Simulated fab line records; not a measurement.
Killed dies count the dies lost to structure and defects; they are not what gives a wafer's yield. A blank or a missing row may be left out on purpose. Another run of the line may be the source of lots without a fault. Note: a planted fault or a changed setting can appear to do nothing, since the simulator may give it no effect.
Which tool is to blame? | flow sky130 | 72 wafers from 24 lots sampled at 5 of the route's 708 steps

WHAT EACH GAUGE READ, for each wafer
SKY_METAL1_CD_MEAS_15: the cd target is 140 nm.
lot  | measured     | on        | cd nm (nm)
L074 | day 33 05:19 | cd sem-02 | 141.3 141.2 140.1
L075 | day 33 06:41 | cd sem-02 | 138.9 140.9 139.2
L076 | day 33 18:28 | cd sem-02 | 141.3 142.1 140.6
L077 | day 34 12:28 | cd sem-02 | 140.2 140.6 140.8
L079 | day 34 21:02 | cd sem-02 | 140.3 139.3 139.8
L078 | day 34 21:29 | cd sem-02 | 140.0 139.2 140.9
L080 | day 34 21:47 | cd sem-02 | 139.4 139.3 139.1
L081 | day 36 02:26 | cd sem-01 | 137.6 138.7 136.1
L083 | day 36 07:01 | cd sem-02 | 143.2 142.4 141.9
L082 | day 36 11:20 | cd sem-01 | 141.0 138.7 139.3
L084 | day 36 16:43 | cd sem-01 | 140.4 142.1 139.4
L085 | day 37 04:19 | cd sem-01 | 143.3 141.2 141.3
L086 | day 37 10:07 | cd sem-01 | 139.7 139.3 139.3
L088 | day 38 03:40 | cd sem-01 | 140.8 138.1 138.9
L087 | day 38 04:53 | cd sem-01 | 139.1 139.8 140.9
L089 | day 38 07:40 | cd sem-01 | 142.4 140.8 140.3
L090 | day 38 07:51 | cd sem-01 | 137.6 136.4 137.4
L091 | day 38 13:07 | cd sem-02 | 138.4 138.0 137.6
L092 | day 38 16:13 | cd sem-01 | 138.4 136.7 136.7
L093 | day 39 04:53 | cd sem-02 | 139.1 137.7 137.9
L094 | day 39 07:25 | cd sem-01 | 138.8 139.5 140.0
L095 | day 39 13:01 | cd sem-01 | 139.3 137.9 138.3
L096 | day 39 22:38 | cd sem-02 | 141.2 141.5 143.3
L097 | day 40 01:29 | cd sem-01 | 139.8 140.8 140.2

SKY_VIA1_CD_MEAS_12: the cd target is 150 nm.
lot  | measured     | on        | cd nm (nm)
L074 | day 34 09:08 | cd sem-02 | 150.6 148.4 149.1
L075 | day 34 10:35 | cd sem-02 | 152.6 151.1 151.2
L076 | day 34 23:11 | cd sem-02 | 150.3 150.1 150.3
L077 | day 35 16:14 | cd sem-02 | 151.1 153.2 152.0
L079 | day 36 01:11 | cd sem-02 | 146.9 148.1 147.4
L078 | day 36 01:32 | cd sem-01 | 148.7 148.7 147.6
L080 | day 36 01:38 | cd sem-02 | 147.7 148.2 148.4
L081 | day 37 06:13 | cd sem-01 | 151.0 149.1 150.7
L083 | day 37 11:20 | cd sem-01 | 151.6 152.7 151.6
L082 | day 37 15:14 | cd sem-01 | 148.2 150.1 148.3
L084 | day 37 20:02 | cd sem-01 | 149.5 149.0 149.5
L085 | day 38 08:02 | cd sem-02 | 150.8 149.8 150.1
L086 | day 38 13:44 | cd sem-01 | 151.4 151.6 150.4
L088 | day 39 06:19 | cd sem-02 | 148.6 147.8 148.6
L087 | day 39 07:35 | cd sem-02 | 150.6 150.3 149.8
L089 | day 39 10:14 | cd sem-02 | 150.3 150.3 149.6
L090 | day 39 09:48 | cd sem-02 | 148.4 147.1 146.9
L091 | day 39 15:34 | cd sem-01 | 150.3 149.1 149.2
L092 | day 39 18:22 | cd sem-02 | 151.5 151.8 150.5
L093 | day 40 07:31 | cd sem-02 | 150.1 150.7 152.3
L094 | day 40 09:08 | cd sem-01 | 151.5 151.0 151.6
L095 | day 40 14:44 | cd sem-01 | 152.0 150.6 152.8
L096 | day 41 00:13 | cd sem-02 | 149.2 151.0 148.6
L097 | day 41 03:11 | cd sem-02 | 148.5 149.0 151.3

SKY_VIA2_THK_MEAS_23: measures by xrf.
lot  | measured     | on            | VIA2_W_THK (nm)
L074 | day 36 20:26 | film metro-01 | 430 431 426
L075 | day 36 20:38 | film metro-03 | 441 438 439
L076 | day 37 08:48 | film metro-03 | 427 424 426
L077 | day 38 00:36 | film metro-04 | 435 434 430
L079 | day 38 09:38 | film metro-01 | 423 430 428
L078 | day 38 10:17 | film metro-01 | 424 427 423
L080 | day 38 10:49 | film metro-03 | 443 438 429
L081 | day 39 13:02 | film metro-04 | 426 438 430
L083 | day 39 18:53 | film metro-01 | 434 438 439
L082 | day 39 23:02 | film metro-01 | 438 440 434
L084 | day 40 03:11 | film metro-03 | 437 430 437
L085 | day 40 13:32 | film metro-01 | 436 435 445
L086 | day 40 19:14 | film metro-01 | 425 427 433
L088 | day 41 11:47 | film metro-01 | 432 432 436
L087 | day 41 12:48 | film metro-01 | 425 430 431
L089 | day 41 15:56 | film metro-04 | 425 425 425
L090 | day 41 14:22 | film metro-01 | 438 442 438
L091 | day 41 20:03 | film metro-01 | 438 442 440
L092 | day 41 23:43 | film metro-01 | 442 437 439
L093 | day 42 12:21 | film metro-01 | 430 446 443
L094 | day 42 13:30 | film metro-01 | 434 428 429
L095 | day 42 18:41 | film metro-01 | 429 433 429
L096 | day 43 03:53 | film metro-04 | 426 435 440
L097 | day 43 06:50 | film metro-01 | 421 423 422

SKY_CAPM_OVL_MEAS_12.
lot  | measured     | on         | CAPM_OVL (nm)
L074 | day 37 22:49 | overlay-01 | -1.0 -0.7 -0.1
L075 | day 37 23:31 | overlay-01 | -3.3 -1.9 -1.7
L076 | day 38 10:32 | overlay-02 | -0.1 0.5 -1.1
L077 | day 39 02:22 | overlay-01 | -0.7 0.5 -0.4
L079 | day 39 11:26 | overlay-02 | -0.6 -2.1 -0.6
L078 | day 39 11:31 | overlay-01 | -0.9 0.5 -1.6
L080 | day 39 12:06 | overlay-02 | 1.9 -0.4 0.5
L081 | day 40 14:10 | overlay-01 | -0.5 0.7 1.0
L083 | day 40 20:04 | overlay-02 | 0.1 -1.7 0.2
L082 | day 41 00:04 | overlay-01 | 2.1 1.4 1.3
L084 | day 41 03:47 | overlay-02 | 0.8 -0.2 1.3
L085 | day 41 13:55 | overlay-02 | 1.7 1.3 2.3
L086 | day 41 20:19 | overlay-01 | 1.0 -1.2 -0.2
L088 | day 42 11:44 | overlay-02 | -1.1 -1.4 -1.2
L087 | day 42 12:37 | overlay-02 | 1.4 1.5 1.8
L089 | day 42 15:34 | overlay-02 | 1.9 0.5 0.7
L090 | day 42 14:14 | overlay-02 | 1.5 -1.3 -0.2
L091 | day 42 20:05 | overlay-01 | 0.1 2.0 0.2
L092 | day 42 23:31 | overlay-01 | -0.4 -2.0 0.4
L093 | day 43 11:35 | overlay-01 | -0.4 -0.6 -0.1
L094 | day 43 13:56 | overlay-01 | 1.1 1.6 2.3
L095 | day 43 18:28 | overlay-02 | -0.4 -1.8 -0.3
L096 | day 44 02:22 | overlay-01 | -0.5 -1.1 -0.5
L097 | day 44 05:59 | overlay-02 | 0.5 0.7 2.0

EACH LOT AND THE TOOL THAT RAN IT (in order: tool; ch and the chambers of the sampled wafers; start)
lot  | SKY_METAL2_ETCH_18
L074 | rie metal-04 ch 0,1, day 35 14:02
L075 | rie metal-02 ch 0,1, day 35 15:11
L076 | rie metal-04 ch 0,1, day 36 03:22
L077 | rie metal-02 ch 0,1, day 36 20:17
L079 | rie metal-04 ch 0,1, day 37 05:23
L078 | rie metal-04 ch 1, day 37 06:02
L080 | rie metal-03 ch 0,1, day 37 06:24
L081 | rie metal-04 ch 0, day 38 09:53
L083 | rie metal-02 ch 0,1, day 38 15:10
L082 | rie metal-04 ch 0, day 38 19:10
L084 | rie metal-04 ch 0, day 38 23:25
L085 | rie metal-02 ch 0,1, day 39 10:47
L086 | rie metal-04 ch 0,1, day 39 16:58
L088 | rie metal-02 ch 0, day 40 08:43
L087 | rie metal-04 ch 0, day 40 10:13
L089 | rie metal-02 ch 0,1, day 40 12:46
L090 | rie metal-03 ch 0,1, day 40 11:51
L091 | rie metal-03 ch 0,1, day 40 17:27
L092 | rie metal-02 ch 0,1, day 40 20:43
L093 | rie metal-03 ch 0,1, day 41 09:42
L094 | rie metal-04 ch 0,1, day 41 11:45
L095 | rie metal-03 ch 0,1, day 41 16:35
L096 | rie metal-03 ch 0,1, day 42 02:07
L097 | rie metal-02 ch 0,1, day 42 05:17
- SKY_METAL2_ETCH_18: etches BARC in N2/H2, stops on SiO2, time 45.9 s, target depth 60 nm.

WHAT THE TOOLS THEMSELVES READ (means of the sampled wafers that have a number; where no wafer has one, the mark that the record gives instead)
SKY_METAL2_ETCH_18.
lot  | tool         | drypump motor current A (A) | oes product au (a.u.) | throttle valve pct (%)
L074 | rie metal-04 | 6.0                         | 0.858                 | 13.233
L075 | rie metal-02 | 5.7                         | 0.859                 | 13.216
L076 | rie metal-04 | 6.2                         | 0.859                 | 13.219
L077 | rie metal-02 | 5.6                         | 0.854                 | 13.232
L079 | rie metal-04 | 6.0                         | 0.853                 | 13.223
L078 | rie metal-04 | 6.4                         | 0.856                 | 13.212
L080 | rie metal-03 | 6.5                         | 0.854                 | 13.234
L081 | rie metal-04 | 5.7                         | 0.860                 | 13.229
L083 | rie metal-02 | 5.6                         | 0.853                 | 13.219
L082 | rie metal-04 | 5.7                         | 0.852                 | 13.232
L084 | rie metal-04 | 5.8                         | 0.849                 | 13.224
L085 | rie metal-02 | 5.6                         | 0.851                 | 13.224
L086 | rie metal-04 | 6.2                         | 0.849                 | 13.227
L088 | rie metal-02 | 5.0                         | 0.856                 | 13.223
L087 | rie metal-04 | 5.8                         | 0.857                 | 13.230
L089 | rie metal-02 | 5.3                         | 0.852                 | 13.226
L090 | rie metal-03 | 6.5                         | 0.849                 | 13.226
L091 | rie metal-03 | 6.5                         | 0.850                 | 13.224
L092 | rie metal-02 | 5.3                         | 0.856                 | 13.228
L093 | rie metal-03 | 6.6                         | 0.848                 | 13.224
L094 | rie metal-04 | 6.2                         | 0.859                 | 13.230
L095 | rie metal-03 | 6.5                         | 0.855                 | 13.232
L096 | rie metal-03 | 6.5                         | 0.849                 | 13.227
L097 | rie metal-02 | 5.6                         | 0.856                 | 13.223

THE ANSWER, worked out from the rows above alone
Rule: what is usual is taken from the lots themselves. The widest of any qualifying gaps counts: lots, ordered by their means at a reading, are off when they make up no more than a third of the lots, leave a main group of 4 or more, and stand apart from it by 3 or more times the standard deviation of that group's means. The tables above print the reading to a certain number of digits; a main group whose means all agree to those digits is not used. A lot without any number at a reading at which 4 lots or more have one is off too. Where the step has rows for the other lots, those lots are counted as sound. The gauges are gone through in route order, then the tools' own readings, and for those a lot's mean is taken as printed above. At the first step where some lot is off, the reading lying furthest off is the one used; lots without a number count as furthest.
None of the lots is off at any reading shown; this tells nothing.

WHAT THE SIMULATOR HAD INSERTED
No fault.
